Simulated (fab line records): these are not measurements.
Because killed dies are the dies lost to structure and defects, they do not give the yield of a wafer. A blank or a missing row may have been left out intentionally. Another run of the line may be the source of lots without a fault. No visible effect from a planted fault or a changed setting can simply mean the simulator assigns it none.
Problem report in the 8D (eight disciplines) form, filled by code	flow sky130	the parts of the form that need people (team, actions taken, sign-off) are left out

## 1. THE ISSUE
SKY_PAD_OPEN_PROBE_99, killedAtOther: mean 18.0 over 1 wafer from 1 lot; wafers with no fault: 0.3, standard deviation 0.51. That is +35 standard deviations from the usual mean.
First observed at day 49 15:17: wafer L832.6, on prober-01. Wafers with a number at this step in the record: 15, from 5 lots. The rule behind "out" and "out of limits": a value lying over 4 standard deviations away from the usual mean. The rest of the wafers with a number are treated as sound.

## 2. WHAT IT IS; WHAT IT IS NOT
question	is	is not
which readings at this step	killedAtOther	killed_at_M0_to_M3, killed_at_M4_up, killedAtContacts, killedAtFrontEnd, killedOpen, killedShort, sort_bin_6_memory
which lots	L832	L821, L836, L839, L840
which wafers of those lots	L832.6	L832.4, L832.5
read on which tools	prober-01	prober-02
when	from day 49 15:17	up to then (5 sound wafers); but 9 sound wafers of L836, L839, L840 came after

## 3. THE SUSPECTS, EACH WITH WHAT RULES IT OUT
Counting: any tool at a process step up to the reading remains a suspect provided it ran every lot that is out. Sound lots after the first of them don't rule it out here, since some wafers of a struck lot are sound.
- plasmaAsher-04 at SKY_METAL5_STRIP_16 (strips in O2/N2): kept. L832, the lot that is out, went through it at day 47 22:11; up to then, the latest sound lot through it was L821 at day 44 23:58.
- pecvd-01 at SKY_PASSIVATION_CVD_00 (deposits SiO2, target thk 90 nm): kept. L832, the lot that is out, went through it at day 47 22:44; up to then, the latest sound lot through it was L821 at day 45 00:32.
- pecvd-04 at SKY_PASSIVATION_CVD_02 (deposits Si3N4, target thk 540 nm): kept. It ran the lot that is out, L832 (day 47 22:56).
- rieDiel-03 at SKY_PASSIVATION_ETCH_11 (etches the open film in CF4/O2, stops on AlCu, target depth 725 nm, time 161.1 s): kept. It ran the lot that is out, L832 (day 48 19:02).
- plasmaAsher-02 at SKY_PASSIVATION_STRIP_12 (strips in O2/N2): kept. It ran the lot that is out, L832 (day 48 19:10).
- rieDiel-02 at SKY_PAD_OPEN_ETCH_07 (etches the open film in CF4/O2, stops on AlCu, target depth 725 nm, time 161.1 s): kept. It ran the lot that is out, L832 (day 49 12:46).
- prober-01 at SKY_PAD_OPEN_PROBE_99: kept. L832, the lot that is out, went through it at day 49 15:11; up to then, the latest sound lot through it was L821 at day 46 22:58. On those wafers its own readings are out: killedAtOther.
- At SKY_PASSIVATION_CVD_00, inside pecvd-01: chamber 0 took the wafers that are out, while their sound lot-mates went through chambers 1, 2.
- At SKY_PASSIVATION_CVD_02, inside pecvd-04: chamber 0 took the wafers that are out, while their sound lot-mates went through chambers 1, 2.
- At SKY_PAD_OPEN_ETCH_07, inside rieDiel-02: chamber 1 took the wafers that are out, while their sound lot-mates went through chambers 0, 2.
Left after counting: plasmaAsher-04 at SKY_METAL5_STRIP_16, pecvd-01 at SKY_PASSIVATION_CVD_00, pecvd-04 at SKY_PASSIVATION_CVD_02, rieDiel-03 at SKY_PASSIVATION_ETCH_11, plasmaAsher-02 at SKY_PASSIVATION_STRIP_12, rieDiel-02 at SKY_PAD_OPEN_ETCH_07, prober-01 at SKY_PAD_OPEN_PROBE_99.

## 4. THE CAUSE (what the simulator had put in)
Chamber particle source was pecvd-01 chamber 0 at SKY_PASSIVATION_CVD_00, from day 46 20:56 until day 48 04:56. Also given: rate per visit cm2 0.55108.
Counting leaves 7 suspects; this tool is one of them.

## 5. THE EFFECT CHAIN, in route order
One row per reading whose mean, taken over the struck wafers that have a number, lies over 3 standard deviations from the usual. Readings are gone through only where the record gives a usual standard deviation; hours: the median, over the lots, of the time from a lot's start at the first step in this table giving one to that lot's start at this step; sigmas: the change measured in usual standard deviations.
hours	step	reading	usual	on struck wafers	change	sigmas
0	SKY_PAD_OPEN_PROBE_99	killedAtOther	0.3	18.0	+17.7	+35
The process steps in it:
- SKY_PAD_OPEN_PROBE_99

## 6. WHAT WOULD HAVE CAUGHT IT SOONER
The fault began at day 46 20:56; the first out-of-limits reading in this record came at day 49 15:17, 66 hours later.
An alarm limit of 4 standard deviations would not have fired on the tool readings at SKY_PASSIVATION_CVD_00 for which the record gives a usual standard deviation, since none of them was out on any struck wafer.
The start of SKY_PASSIVATION_CVD_00 on pecvd-01 came by day 49 15:17 for every one of the lots that are out (1). Had the tool been put on hold then, not one of them would have been saved.
